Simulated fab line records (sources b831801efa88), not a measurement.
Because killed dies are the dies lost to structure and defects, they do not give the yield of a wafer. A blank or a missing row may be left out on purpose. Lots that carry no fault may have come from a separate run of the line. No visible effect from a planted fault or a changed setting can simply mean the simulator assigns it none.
A struck lot beside a sound one + flow sky130 + 32 steps out of a route of 708
Sound: these wafers, L247.2, L247.4, L247.6. Struck: wafers L253.2, L253.4, L253.6. At the end, the cause is stated.
For every step that has rows: the tool of each side, followed by ch and its chambers, followed by its first start. Under that, the readings that differ: sound wafers + struck wafers + difference of the means + sigmas: that difference in standard deviations of wafers without a fault.
alike: a reading whose means differ by less than 2 such deviations, as well as words and numbers matching on both sides. not compared: withheld readings; readings where some wafer has no value; bounds like >300 that might hide an equal value; numbers whose values overlap and for which the record gives no deviation.
Wherever a step has rows on one side only, a row that says differs or no value, or a row with sigmas, the two part there. When numbers do not overlap yet have no deviation, they are printed without sigmas and do not part them. A reading that every wafer of one side lacks parts them only if that side has two wafers or more.

first, 10 steps without rows for these wafers: SKY_LI_CONTACT_EXPOSE_09 (exposes mask LICM1, target cd 170 nm); SKY_LI_CONTACT_PEB_10; SKY_LI_CONTACT_DEVELOP_11 (develop time 60 s); SKY_LI_CONTACT_ETCH_14 (etches BARC in N2/H2, stops on SiO2, time 45.9 s, target depth 60 nm); SKY_LI_CONTACT_ETCH_15 (etches PSG in C4F8/O2/Ar, stops on Si, target depth 600 nm); SKY_LI_CONTACT_STRIP_16 (strips in O2/N2); SKY_LI_CONTACT_CLEAN_17 (cleans in NMP, time 600 s); SKY_LI_CONTACT_PRE_CLEAN_18 (time 5.6 s); SKY_LI_CONTACT_SPUTTER_19 (material Ti, target thk 20 nm, time 106.37 s); SKY_LI_CONTACT_SPUTTER_20 (material TiN, target thk 20 nm, time 80 s).
SKY_LI_CONTACT_CVD_21: deposits W, target thk 400 nm, time 120.56 s.
  sound on cvd-w-02 ch 0,1, day 31 21:22; struck on cvd-w-02 ch 0,1, day 33 13:44
  alike: heater-power-w
then, 20 steps without rows for these wafers: SKY_LI_CONTACT_CMP_24 (polishes, stops on PSG, t overpolish 20 s, target thk 0 nm); SKY_LOCAL_INTERCONNECT_SPUTTER_00 (material TiN, target thk 100 nm, time 83.3 s); SKY_LOCAL_INTERCONNECT_DEHYDRATE_03 (time 60 s); SKY_LOCAL_INTERCONNECT_HMDS_04 (prime time 60 s); SKY_LOCAL_INTERCONNECT_COAT_05 (resist thk 60 nm); SKY_LOCAL_INTERCONNECT_COAT_06 (resist thk 450 nm); SKY_LOCAL_INTERCONNECT_SOFTBAKE_07 (time 90 s); SKY_LOCAL_INTERCONNECT_EXPOSE_08 (exposes mask LI1M, target cd 170 nm); SKY_LOCAL_INTERCONNECT_PEB_09; SKY_LOCAL_INTERCONNECT_DEVELOP_10 (develop time 60 s); SKY_LOCAL_INTERCONNECT_ETCH_13 (etches BARC in N2/H2, stops on SiO2, time 45.9 s, target depth 60 nm); SKY_LOCAL_INTERCONNECT_METAL_ETCH_14 (etches TiN in Cl2/BCl3, stops on PSG, target depth 110 nm, time 31.4 s); SKY_LOCAL_INTERCONNECT_STRIP_15 (strips in O2/N2); SKY_LOCAL_INTERCONNECT_STRIP_16 (strips in post etch residue remover, time 1200 s); SKY_LOCAL_INTERCONNECT_CLEAN_17 (cleans in IPA, time 180 s); SKY_LOCAL_INTERCONNECT_CLEAN_18 (cleans in O3/DIW); SKY_CONTACT_CVD_00 (deposits Si3N4, target thk 75 nm); SKY_CONTACT_HDPCVD_02 (deposits SiO2, target thk 565 nm, time 94.2 s); SKY_CONTACT_CMP_04 (polishes SiO2); SKY_CONTACT_DEHYDRATE_06 (time 60 s).
-- the record jumps here: 15 days lie between the struck wafers' starts before and after (it left off in module CONTACT and takes up again in module PAD_OPEN, whose first step shown is number 708 of the route) --
SKY_PAD_OPEN_PROBE_99:
  rows exist in the record for the struck wafers here (prober-02, day 49 01:22), but not for the sound ones

WHERE THEY PART
SKY_PAD_OPEN_PROBE_99 only, going by this record.

WHY: whatever the simulator had introduced
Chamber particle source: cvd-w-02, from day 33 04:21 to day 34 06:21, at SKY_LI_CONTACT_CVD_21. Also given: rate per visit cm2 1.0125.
